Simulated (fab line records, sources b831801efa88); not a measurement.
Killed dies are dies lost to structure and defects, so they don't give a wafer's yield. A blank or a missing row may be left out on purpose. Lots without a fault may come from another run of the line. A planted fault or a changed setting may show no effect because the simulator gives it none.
Chamber matching | flow sky130 | SKY_FIELD_ISO_ETCH_17 on rie_si-02: 4 sister chambers
The step etches Si in HBr/Cl2/O2, target depth 342 nm, time 97.7 s. 7 wafers are shown with their chamber, then 7 later ones without.

WAFERS WITH THEIR CHAMBER
wafer  | chamber | drypump_motor_current_A (A) | oes_product_au (a.u.)
L250.1 | 0       | 5.7                         | 0.988
L250.2 | 2       | 5.5                         | 0.991
L251.1 | 0       | 5.6                         | 1.002
L251.3 | 3       | 6.1                         | 0.998
L251.6 | 1       | 6.2                         | 1.000
L254.1 | 2       | 5.5                         | 0.989
L254.3 | 1       | 6.3                         | 0.996

WAFERS WITHOUT THEIR CHAMBER
wafer  | drypump_motor_current_A (A) | oes_product_au (a.u.)
L254.4 | 5.7                         | 1.002
L256.1 | 6.3                         | 1.011
L256.3 | 5.5                         | 0.994
L256.5 | 6.2                         | 0.992
L257.2 | 6.3                         | 0.999
L257.3 | 5.7                         | 1.018
L257.5 | 6.3                         | 1.006

WHICH CHAMBER EACH WENT THROUGH
wafer  | from the rows above     | in truth
L254.4 | 0                       | 0
L256.1 | can't be placed: 1 or 3 | 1
L256.3 | can't be placed: 2 or 0 | 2
L256.5 | can't be placed: 1 or 3 | 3
L257.2 | 1                       | 1
L257.3 | can't be placed: 0 or 2 | 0
L257.5 | 1                       | 1
Placed correctly: 3 of 7. Can't be placed from these rows: 4 (the true chamber is among the candidates in 4). Placed wrongly: 0.
How it was worked out, from the rows above alone: a wafer's distance from a chamber is the root of the sum, over the readings, of the square of ((its reading less the chamber's mean) divided by the reading's scatter). The wafer belongs to the nearest chamber; if the next one is less than 2 further off, it can't be placed. A chamber's mean is the mean of its shown wafers. The scatter: the root of (the sum of the squares of (reading less its chamber's mean) over the shown wafers, divided by (wafers less chambers)).
